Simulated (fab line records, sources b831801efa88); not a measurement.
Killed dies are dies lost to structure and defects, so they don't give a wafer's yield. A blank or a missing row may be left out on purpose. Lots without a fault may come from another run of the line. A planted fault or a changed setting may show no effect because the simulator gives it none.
fab line records | flow sky130
record lots=6 wafers=18 last_day=50
route steps=708 shown NWELL@76 PWDE@84 VT_ADJUST_HVTP@85 PAD_OPEN@708
lots that met no fault: from a run of the same line without faults
start_h: hours from the record's first day to the start of the lot's first wafer shown | wait_h: hours since the lot's step before | " the same as in the row above | L1.1+2: a row that stands for several wafers | - no value, or no start given | * or withheld: withheld | < > ~ a bound
route shown NAME@n: a module of which the file shows steps, and the number in the route of the first | usual: mean/standard deviation of fault-free wafers | same: alike in all rows | chamber/n: place in a boat | sites: the reading at each site | _std_site: their standard deviation | _edge_site: outer sites' mean less inner sites' | radius_mm: how far each site lies from the wafer's centre | mask NAME#n: copy n | behind: the tool/chamber that last shaped the wafer | hold: why the lot was held/for how many hours/how that ended | device: the transistor (n, p or np) that didn't switch | end of line: the same wafers' tests at the end of the route | a step without rows: its recipe alone | killed: dies lost to structure and defects at the first sort, not the wafer's yield | map: a wafer's dies, x killed, . not, _ none there
set.NAME: the setting as run; set.NAME@STEP: as run at that earlier step | model.NAME: the simulator's own value behind a step, which no gauge read
lots at some steps of the route; a table a step, a row a wafer
services: from which hour (start_h, from the record's first day; less than 0 if before it) a tool's chamber was out of use, for how many hours, and why
## steps
# step SKY_NWELL_OVL_MEAS_23
# usual NWELL_01_OVL=-0.5/1.5
# columns lot.wafer tool chamber start_h wait_h NWELL_01_OVL[nm]
L420.2 overlay-01 - 169.86 - -2.0
L420.3 " - " " -0.5
L420.5 " - " " -1.1
L421.1 overlay-02 - 176.41 - 0.4
L421.4 " - " " -0.4
L421.5 " - " " 0.6
L422.1 overlay-01 - 180.81 - -0.7
L422.5 " - " " -1.2
L422.6 " - " " -2.3
L427.3 overlay-01 - 212.73 - -1.0
L427.5 " - " " -0.7
L427.6 " - " " -0.7
L431.2 overlay-01 - 244.91 - 1.2
L431.4 " - " " 0.5
L431.6 " - " " -1.0
L432.2 overlay-02 - 249.77 - -0.9
L432.3 " - " " 0.5
L432.4 " - " " 1.4
# step SKY_NWELL_IMPLANT_24
# recipe species=B energy_kev=140 dose_cm2=9.2e+12 tilt_deg=withheld
# step SKY_NWELL_STRIP_25
# recipe chemistry=O2/N2 power_w=1400 pressure_mtorr=1500 platen_temp_c=withheld o2_flow_sccm=3000 n2_flow_sccm=300 overash_fraction=0.5
# usual drypump_motor_current_A=5.9/0.45 oes_product_au=0.723/0.0048 strip_time_to_endpoint_s=36.87/0.086
# columns lot.wafer tool chamber start_h wait_h drypump_motor_current_A oes_product_au rf_hours_counter_h strip_time_to_endpoint_s
L420.2 plasma_asher-04 0 170.04 0.1 5.3 0.724 5 36.82
L420.3 " 1 " " 6.6 0.722 - 36.77
L420.5 " 0 " " 5.3 0.716 - 36.90
L421.1 plasma_asher-02 0 176.59 0.1 5.9 0.714 49 36.91
L421.4 " 0 " " 5.9 0.727 - 36.86
L421.5 " 1 " " 5.6 0.720 - 36.94
L422.1 plasma_asher-04 1 180.99 0.1 6.6 0.725 6 36.79
L422.5 " 1 " " 6.6 0.720 - 36.93
L422.6 " 0 " " 5.3 0.723 - 36.92
L427.3 plasma_asher-04 1 212.93 0.1 6.6 0.723 - 36.84
L427.5 " 0 " " 5.3 0.718 - 36.95
L427.6 " 1 " " 6.6 0.719 - 36.88
L431.2 plasma_asher-03 1 245.09 0.1 5.7 0.736 39 36.87
L431.4 " 0 " " 6.3 0.722 - 36.86
L431.6 " 0 " " 6.3 0.723 - 36.84
L432.2 plasma_asher-02 0 249.95 0.1 5.9 0.720 56 36.88
L432.3 " 1 " " 5.6 0.723 - 37.03
L432.4 " 0 " " 5.9 0.719 - 36.95
# step SKY_NWELL_TW_MEAS_26
# usual NWELL_2_TW=497.8/2.7
# columns lot.wafer tool chamber start_h wait_h NWELL_2_TW
L420.2 film_metro-02 - 170.15 0.1 501.1
L420.3 " - " " 498.3
L420.5 " - " " 499.8
L421.1 film_metro-04 - 176.69 0.1 501.5
L421.4 " - " " 496.2
L421.5 " - " " 495.9
L422.1 film_metro-04 - 181.09 0.1 498.4
L422.5 " - " " 496.1
L422.6 " - " " 494.4
L427.3 film_metro-04 - 213.02 0.1 496.5
L427.5 " - " " 495.8
L427.6 " - " " 496.1
L431.2 film_metro-01 - 245.20 0.1 496.6
L431.4 " - " " 496.3
L431.6 " - " " 499.7
L432.2 film_metro-02 - 250.06 0.1 500.9
L432.3 " - " " 502.4
L432.4 " - " " 499.3
# step SKY_NWELL_CLEAN_27
# recipe chemistry=SC1/SC2 mix=1:4:20 temp_c=70 time_s=150 dry=n2_spin
# step SKY_NWELL_RTA_28
# recipe temp_c=1050 time_s=30 idle_temp_c=650 ramp_up_c_per_s=150 ramp_down_c_per_s=90 ambient=N2
# usual lamp_power_pct=25.30/0.056 ramp_up_c_per_s=150.00/0.027 wafer_temp_C_max=1054.9/0.95
# columns lot.wafer tool chamber start_h wait_h lamp_power_pct ramp_up_c_per_s wafer_temp_C_max
L420.2 rtp_anneal-01 0 170.28 0.0 25.32 150.00 1054.6
L420.3 " 0 " " 25.38 149.98 1054.7
L420.5 " 0 " " 25.33 150.00 1054.4
L421.1 rtp_anneal-02 0 176.80 0.0 25.35 150.03 1054.8
L421.4 " 0 " " 25.31 149.98 1054.9
L421.5 " 0 " " 25.36 150.03 1055.2
L422.1 rtp_anneal-01 0 181.20 0.0 25.26 149.94 1054.8
L422.5 " 0 " " 25.34 149.95 1054.1
L422.6 " 0 " " 25.30 150.00 1056.5
L427.3 rtp_anneal-01 0 213.14 0.0 25.10 150.03 1053.8
L427.5 " 0 " " 25.25 150.05 1056.2
L427.6 " 0 " " 25.35 150.02 1055.4
L431.2 rtp_anneal-02 0 245.32 0.0 25.17 149.96 1055.1
L431.4 " 0 " " 25.33 150.00 1055.1
L431.6 " 0 " " 25.34 149.96 1054.9
L432.2 rtp_anneal-01 0 250.18 0.0 25.30 150.03 1056.3
L432.3 " 0 " " 25.20 149.97 1055.0
L432.4 " 0 " " 25.33 149.97 1054.5
# step SKY_NWELL_RS_MEAS_29
# recipe thk_meas_gauge=four-point-probe
# usual NWELL_RS=625.5/1.6
# columns lot.wafer tool chamber start_h wait_h NWELL_RS[ohm/sq]
L420.2 film_metro-01 - 170.38 0.1 627.2
L420.3 " - " " 626.3
L420.5 " - " " 627.8
L421.1 film_metro-02 - 176.90 0.1 624.8
L421.4 " - " " 625.8
L421.5 " - " " 624.7
L422.1 film_metro-02 - 181.30 0.1 624.6
L422.5 " - " " 624.9
L422.6 " - " " 625.3
L427.3 film_metro-02 - 213.25 0.1 624.1
L427.5 " - " " 624.3
L427.6 " - " " 623.1
L431.2 film_metro-04 - 245.42 0.1 625.3
L431.4 " - " " 628.5
L431.6 " - " " 627.3
L432.2 film_metro-02 - 250.28 0.1 628.0
L432.3 " - " " 628.0
L432.4 " - " " 629.0
# step SKY_NWELL_RS_MEAS_31
# recipe thk_meas_gauge=four-point-probe
# usual PWDE_RS=5283/18
# columns lot.wafer tool chamber start_h wait_h PWDE_RS[ohm/sq]
L420.2 film_metro-01 - 170.62 0.1 5276
L420.3 " - " " 5296
L420.5 " - " " 5289
L421.1 film_metro-02 - 177.14 0.1 5276
L421.4 " - " " 5284
L421.5 " - " " 5271
L422.1 film_metro-02 - 181.54 0.1 5292
L422.5 " - " " 5303
L422.6 " - " " 5298
L427.3 film_metro-02 - 213.49 0.1 5323
L427.5 " - " " 5307
L427.6 " - " " 5334
L431.2 film_metro-04 - 245.66 0.1 5280
L431.4 " - " " 5259
L431.6 " - " " 5236
L432.2 film_metro-02 - 250.52 0.1 5280
L432.3 " - " " 5265
L432.4 " - " " 5276
# step SKY_VT_ADJUST_HVTP_DEHYDRATE_00
# recipe temp_c=200 time_s=60
# step SKY_VT_ADJUST_HVTP_HMDS_01
# recipe prime_time_s=60 prime_temp_c=120
# step SKY_VT_ADJUST_HVTP_COAT_02
# recipe resist=NOVOLAK spin_rpm=3000 resist_thk_nm=1140
# step SKY_VT_ADJUST_HVTP_SOFTBAKE_03
# recipe temp_c=90 time_s=60 resist=NOVOLAK
# usual resist_line_temp_C=23.00/0.12 run_length_s=89.19/0.25
# columns lot.wafer tool chamber start_h wait_h resist_line_temp_C run_length_s
L420.2 litho_track-04 0 180.43 0.1 23.23 89.00
L420.3 " 0 " " 23.05 88.75
L420.5 " 0 " " 23.05 89.03
L421.1 litho_track-04 0 188.16 0.1 23.03 88.92
L421.4 " 0 " " 23.15 88.84
L421.5 " 0 " " 23.01 88.91
L422.1 litho_track-03 0 192.53 0.1 23.10 89.46
L422.5 " 0 " " 23.23 89.30
L422.6 " 0 " " 23.09 89.35
L427.3 litho_track-03 0 223.98 0.1 23.11 107.49
L427.5 " 0 " " 23.03 107.14
L427.6 " 0 " " 23.07 107.18
L431.2 litho_track-03 0 257.96 0.1 23.14 107.19
L431.4 " 0 " " 23.06 107.38
L431.6 " 0 " " 23.13 107.12
L432.2 litho_track-04 0 262.68 0.1 22.86 89.10
L432.3 " 0 " " 23.05 88.91
L432.4 " 0 " " 23.09 88.79
# step SKY_VT_ADJUST_HVTP_EXPOSE_04
# recipe mask_id=HVTPM na=0.6 source_shape=conventional sigma_outer=0.6 polarization=unpolarized target_cd_nm=380 dose_mj=140
# step SKY_PAD_OPEN_PROBE_99
# usual killed_at_M0_to_M3=42/6.4 killed_at_M4_up=3.2/1.9 killed_at_contacts=24/4.8 killed_at_front_end=16/4.4 killed_at_other=0.3/0.55 killed_dies=86/8.6 killed_open=46/6.6 killed_short=39/5.7
# same gross_dies=492 killed_at_back_side=0
# columns lot.wafer tool chamber start_h wait_h killed_at_M0_to_M3 killed_at_M4_up killed_at_contacts killed_at_front_end killed_at_other killed_dies killed_open killed_short
L421.1 prober-01 - 1146.30 0.1 40 3 20 17 1 81 45 35
L421.4 prober-01 - 1146.45 0.2 37 1 14 16 0 68 41 27
L421.5 prober-01 - 1146.50 0.2 46 2 20 11 3 82 42 39
L420.2 prober-02 - 1150.53 0.1 33 2 29 19 1 84 46 38
L420.3 prober-02 - 1150.58 0.2 39 2 25 15 0 81 46 35
L420.5 prober-02 - 1150.68 0.2 42 1 27 25 0 95 54 41
L422.1 prober-02 - 1156.28 0.1 45 3 23 15 0 86 47 39
L422.5 prober-02 - 1156.48 0.2 55 3 32 15 1 106 59 45
L422.6 prober-02 - 1156.53 0.2 53 4 22 22 0 101 60 41
L432.2 prober-01 - 1205.09 0.1 26 1 32 12 0 71 37 33
L432.3 prober-01 - 1205.14 0.2 41 6 38 15 0 100 63 37
L432.4 prober-01 - 1205.19 0.2 51 10 29 8 0 98 50 47
# killed by level:class
L421.1 VIA1:geometric_particle:open=10 CONTACT:geometric_particle:open=7 POLY_GATE:geometric_particle:short=6 VIA3:geometric_particle:open=6 POLY_GATE:geometric_particle:open=5 VIA2:geometric_particle:open=5 VIA3:geometric_particle:short=4 LI_CONTACT:geometric_particle:open=4
L421.4 METAL1:geometric_particle:short=8 VIA3:geometric_particle:open=8 FIELD_ISO:geometric_particle:open=7 CONTACT:geometric_particle:open=6 VIA1:geometric_particle:open=6 VIA2:geometric_particle:open=5 FIELD_ISO:geometric_particle:short=4 LI_CONTACT:geometric_particle:open=4
L421.5 VIA1:geometric_particle:open=12 VIA3:geometric_particle:open=8 CONTACT:geometric_particle:open=7 VIA3:geometric_particle:short=6 LI_CONTACT:geometric_particle:short=5 METAL1:geometric_particle:short=5 POLY_GATE:geometric_particle:short=4 LI_CONTACT:geometric_particle:open=4
L420.2 CONTACT:geometric_particle:open=13 VIA2:geometric_particle:open=12 FIELD_ISO:geometric_particle:short=7 LI_CONTACT:geometric_particle:open=6 LOCAL_INTERCONNECT:geometric_particle:short=5 VIA1:geometric_particle:short=5 POLY_GATE:geometric_particle:short=4 METAL2:geometric_particle:short=4
L420.3 CONTACT:geometric_particle:open=9 CONTACT:geometric_particle:short=8 VIA1:geometric_particle:open=8 VIA2:geometric_particle:open=6 VIA3:geometric_particle:open=6 FIELD_ISO:geometric_particle:open=4 POLY_GATE:geometric_particle:open=4 POLY_GATE:geometric_particle:short=4
L420.5 VIA1:geometric_particle:open=16 CONTACT:geometric_particle:open=8 FIELD_ISO:geometric_particle:open=7 CONTACT:geometric_particle:short=7 VIA2:geometric_particle:open=7 POLY_GATE:geometric_particle:short=6 LI_CONTACT:geometric_particle:open=6 FIELD_ISO:geometric_particle:short=5
L422.1 VIA1:geometric_particle:open=10 VIA2:geometric_particle:open=8 LI_CONTACT:geometric_particle:open=8 VIA3:geometric_particle:open=7 FIELD_ISO:geometric_particle:short=6 CONTACT:geometric_particle:open=6 METAL3:geometric_particle:short=6 LOCAL_INTERCONNECT:geometric_particle:short=3
L422.5 CONTACT:geometric_particle:open=17 VIA1:geometric_particle:open=12 METAL1:geometric_particle:short=9 FIELD_ISO:geometric_particle:open=6 LI_CONTACT:geometric_particle:open=6 VIA2:geometric_particle:open=6 VIA3:geometric_particle:open=6 VIA2:geometric_particle:short=5
L422.6 VIA1:geometric_particle:open=15 FIELD_ISO:geometric_particle:short=8 LI_CONTACT:geometric_particle:open=8 CONTACT:geometric_particle:open=8 VIA3:geometric_particle:open=8 FIELD_ISO:geometric_particle:open=6 POLY_GATE:geometric_particle:short=6 METAL1:geometric_particle:short=5
L432.2 CONTACT:geometric_particle:open=8 VIA3:geometric_particle:open=7 CONTACT:geometric_particle:short=6 LI_CONTACT:geometric_particle:short=5 LI_CONTACT:geometric_particle:open=5 LOCAL_INTERCONNECT:geometric_particle:short=5 METAL1:geometric_particle:short=4 VIA1:geometric_particle:open=4
L432.3 CONTACT:geometric_particle:open=15 VIA1:geometric_particle:open=10 LI_CONTACT:geometric_particle:open=9 VIA2:geometric_particle:open=9 METAL1:geometric_particle:short=7 CONTACT:geometric_particle:short=6 FIELD_ISO:geometric_particle:open=4 POLY_GATE:geometric_particle:open=4
L432.4 CONTACT:geometric_particle:open=11 VIA1:geometric_particle:open=10 LI_CONTACT:geometric_particle:open=8 METAL1:geometric_particle:short=7 METAL4:geometric_particle:short=7 METAL2:geometric_particle:short=7 VIA1:geometric_particle:short=6 VIA3:geometric_particle:open=5
## services
# columns tool chamber start_h hours kind
plasma_asher-02 - 151.67 4.7 repair
plasma_asher-04 - 203.41 2.8 pm
plasma_asher-02 - 235.35 4.8 repair
## key
first_sign step=SKY_VT_ADJUST_HVTP_SOFTBAKE_03 reading=run_length_s direction=up sigmas=71 usual=* struck=*
effect none on later readings
met_at SKY_VT_ADJUST_HVTP_SOFTBAKE_03
struck_wafers L427.3,L427.5,L427.6,L431.2,L431.4,L431.6
tester_left_out L427,L431
loop_trim step=SKY_VT_ADJUST_HVTP_EXPOSE_04 setting=dose lots=L431
onset_between 192.53 223.98
fault kind=process_parameter_drift tool=litho_track-03 chamber=- onset_h=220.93 steps=SKY_VT_ADJUST_HVTP_SOFTBAKE_03 channel=time_s offset=* shape=step end_h=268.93 acts_in=* stated=*
# tester_left_out: of these lots the tester's yield and bins aren't shown, on N5 and GAA mostly nor the transistor test; their killed dies are dies lost to structure and defects alone, not to doping, threshold or leakage, so they don't give the yield
# loop_trim: a control loop set the setting to another value than it would have without faults
